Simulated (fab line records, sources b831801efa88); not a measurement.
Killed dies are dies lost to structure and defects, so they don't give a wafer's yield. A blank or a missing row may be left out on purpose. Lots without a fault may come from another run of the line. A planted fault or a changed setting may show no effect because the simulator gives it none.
Which tool did it? | flow sky130 | 12 lots, 33 wafers sampled, at 5 steps of a route of 708

WHAT THE GAUGES READ, wafer by wafer
SKY_FIELD_ISO_THK_MEAS_04.
lot  | measured    | on            | FIELD_ISO_CVD_03_THK (nm)
L133 | day 1 13:29 | film_metro-03 | 164.3 165.7 165.1
L134 | day 1 19:04 | film_metro-03 | 164.3 166.0 164.9
L135 | day 2 02:23 | film_metro-03 | 165.4 164.3 166.6
L137 | day 2 12:04 | film_metro-01 | 165.8 165.9 165.8
L138 | day 2 16:24 | film_metro-03 | 166.5 166.9 166.6
L141 | day 3 05:29 | film_metro-03 | 165.6 165.9 164.7
L142 | day 3 11:40 | film_metro-03 | 167.1 165.2 166.5
L145 | day 4 02:01 | film_metro-01 | 169.6 169.6 170.2
L151 | day 5 13:25 | film_metro-01 | 167.1 165.2
L152 | day 5 16:16 | film_metro-02 | 165.5 165.6
L155 | day 6 04:23 | film_metro-02 | 169.0 170.3
L156 | day 6 09:22 | film_metro-02 | 167.9 168.4 166.8

SKY_LDD_HVN_OVL_MEAS_07.
lot  | measured     | on         | LDD_HVN_OVL (nm)
L133 | day 20 01:14 | overlay-01 | -1.0 -2.0 -1.0
L134 | day 20 15:02 | overlay-02 | -3.2 -2.5 -2.3
L135 | day 21 06:49 | overlay-02 | -0.5 -3.7 -1.7
L137 | day 22 02:58 | overlay-01 | 0.3 -0.2 0.6
L138 | day 22 13:37 | overlay-02 | -1.3 -0.4 -1.7
L141 | day 23 12:10 | overlay-02 | -0.1 -2.3 0.5
L142 | day 23 19:52 | overlay-01 | 0.9 -1.2 0.4
L145 | day 24 21:41 | overlay-01 | -0.8 -0.7 -0.1
L151 | day 27 02:49 | overlay-01 | -1.0 0.2
L152 | day 27 08:34 | overlay-01 | -3.9 -0.3
L155 | day 27 22:19 | overlay-02 | 2.0 0.5
L156 | day 28 15:55 | overlay-02 | -0.5 -0.8 0.0

SKY_CONTACT_THK_MEAS_01.
lot  | measured     | on            | CONTACT_CVD_00_THK (nm)
L133 | day 30 06:22 | film_metro-02 | 73.1 74.6 74.9
L134 | day 30 15:23 | film_metro-02 | 75.9 75.3 75.4
L135 | day 31 05:01 | film_metro-02 | 75.4 76.1 76.8
L137 | day 32 01:41 | film_metro-01 | 75.2 75.9 76.0
L138 | day 32 10:42 | film_metro-02 | 73.1 74.3 72.9
L141 | day 33 07:17 | film_metro-02 | 73.9 74.7 74.5
L142 | day 33 11:37 | film_metro-01 | 75.5 76.7 76.0
L145 | day 34 12:38 | film_metro-02 | 72.9 74.0 74.2
L151 | day 36 13:56 | film_metro-01 | 73.7 61.5
L152 | day 36 20:53 | film_metro-02 | 75.1 61.0
L155 | day 37 07:20 | film_metro-01 | 61.0 73.9
L156 | day 37 21:01 | film_metro-03 | 76.1 76.1 77.2

WHICH TOOL RAN EACH LOT (tool, then ch and the chambers of the sampled wafers, then the start)
lot  | SKY_RES_XHIGH_STRIP_08               | SKY_CONTACT_CVD_00
L133 | plasma_asher-02 ch 0,1, day 26 12:50 | pecvd-01 ch 0,1, day 30 06:20
L134 | plasma_asher-03 ch 0,1, day 26 22:59 | pecvd-02 ch 1,2, day 30 15:21
L135 | plasma_asher-02 ch 0,1, day 27 13:35 | pecvd-03 ch 0,1,2, day 31 04:58
L137 | plasma_asher-01 ch 0,1, day 28 09:22 | pecvd-03 ch 0,1,2, day 32 01:35
L138 | plasma_asher-03 ch 0,1, day 28 19:32 | pecvd-01 ch 0,1,2, day 32 10:40
L141 | plasma_asher-02 ch 0,1, day 29 17:37 | pecvd-01 ch 0,2, day 33 07:14
L142 | plasma_asher-01 ch 0,1, day 29 23:13 | pecvd-02 ch 0,1, day 33 11:34
L145 | plasma_asher-01 ch 0,1, day 30 23:29 | pecvd-01 ch 0,1,2, day 34 12:36
L151 | plasma_asher-01 ch 0,1, day 33 01:53 | pecvd-01 ch 1,2, day 36 13:53
L152 | plasma_asher-01 ch 0,1, day 33 08:48 | pecvd-01 ch 1,2, day 36 20:49
L155 | plasma_asher-03 ch 0,1, day 33 21:01 | pecvd-01 ch 1,2, day 37 07:18
L156 | plasma_asher-01 ch 0,1, day 34 11:41 | pecvd-03 ch 0,1,2, day 37 20:58
- SKY_RES_XHIGH_STRIP_08: strips in O2/N2.
- SKY_CONTACT_CVD_00: deposits Si3N4, target thk 75 nm.

WHAT THE TOOLS THEMSELVES READ (means of the sampled wafers that have a number; where no wafer has one, the mark that the record gives instead)
SKY_RES_XHIGH_STRIP_08.
lot  | tool            | drypump_motor_current_A (A) | o2_flow_sccm (sccm) | oes_product_au (a.u.) | strip_time_to_endpoint_s (s)
L133 | plasma_asher-02 | 6.2                         | 3000                | 0.716                 | 14.25
L134 | plasma_asher-03 | 5.7                         | 3003                | 0.710                 | 14.24
L135 | plasma_asher-02 | 6.3                         | 2991                | 0.712                 | 14.25
L137 | plasma_asher-01 | 4.9                         | 2996                | 0.713                 | 14.28
L138 | plasma_asher-03 | 5.7                         | 3006                | 0.708                 | 14.31
L141 | plasma_asher-02 | 6.3                         | 3007                | 0.709                 | 14.25
L142 | plasma_asher-01 | 4.9                         | 3010                | 0.709                 | 14.20
L145 | plasma_asher-01 | 4.9                         | 3008                | 0.708                 | 14.19
L151 | plasma_asher-01 | 4.9                         | 3004                | 0.712                 | 14.30
L152 | plasma_asher-01 | 4.9                         | 3002                | 0.715                 | 14.25
L155 | plasma_asher-03 | 5.9                         | 2987                | 0.712                 | 14.25
L156 | plasma_asher-01 | 4.9                         | 3001                | 0.713                 | 14.26

SKY_CONTACT_CVD_00.
lot  | tool     | heater_power_w (W)
L133 | pecvd-01 | 823
L134 | pecvd-02 | 581
L135 | pecvd-03 | 652
L137 | pecvd-03 | 668
L138 | pecvd-01 | 733
L141 | pecvd-01 | 804
L142 | pecvd-02 | 685
L145 | pecvd-01 | 724
L151 | pecvd-01 | 704
L152 | pecvd-01 | 656
L155 | pecvd-01 | 656
L156 | pecvd-03 | 629

THE ANSWER, worked out from the rows above alone
Rule: what is usual is taken from the lots themselves. Put in order of their means at a reading, lots are off if they are a third of the lots or fewer, leave a main group of 4 or more, and stand apart from it by a gap of 3 or more times the standard deviation of the main group's means; of several such gaps the widest counts. A main group whose means are all the same, to the digits that the tables above print for the reading, isn't used. A lot without any number at a reading at which 4 lots or more have one is off too. The other lots that the step has rows for count as sound. The gauges are gone through in route order, then the tools' own readings, and for those a lot's mean is taken as printed above. The first step at which some lot is off is used, and at that step the reading that is off furthest; a lot without a number counts as furthest.
Off: L151, L152, L155, at SKY_CONTACT_THK_MEAS_01 (CONTACT_CVD_00_THK). The main group: mean 75.1 nm, standard deviation 1.1.
A tool fits if, at a process step before that reading, it ran every lot that is off, and no sound lot after the first of them. The gauges at SKY_CONTACT_THK_MEAS_01 are tried like those tools. One fits: pecvd-01 at SKY_CONTACT_CVD_00. Its last sound lot is L145 (day 34 12:36), its first lot that is off L151 (day 36 13:53): a fault that began between those two fits.

WHAT THE SIMULATOR HAD PUT IN
Process parameter drift: pecvd-01, from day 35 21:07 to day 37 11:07, at SKY_CONTACT_CVD_00. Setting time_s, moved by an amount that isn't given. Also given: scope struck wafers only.
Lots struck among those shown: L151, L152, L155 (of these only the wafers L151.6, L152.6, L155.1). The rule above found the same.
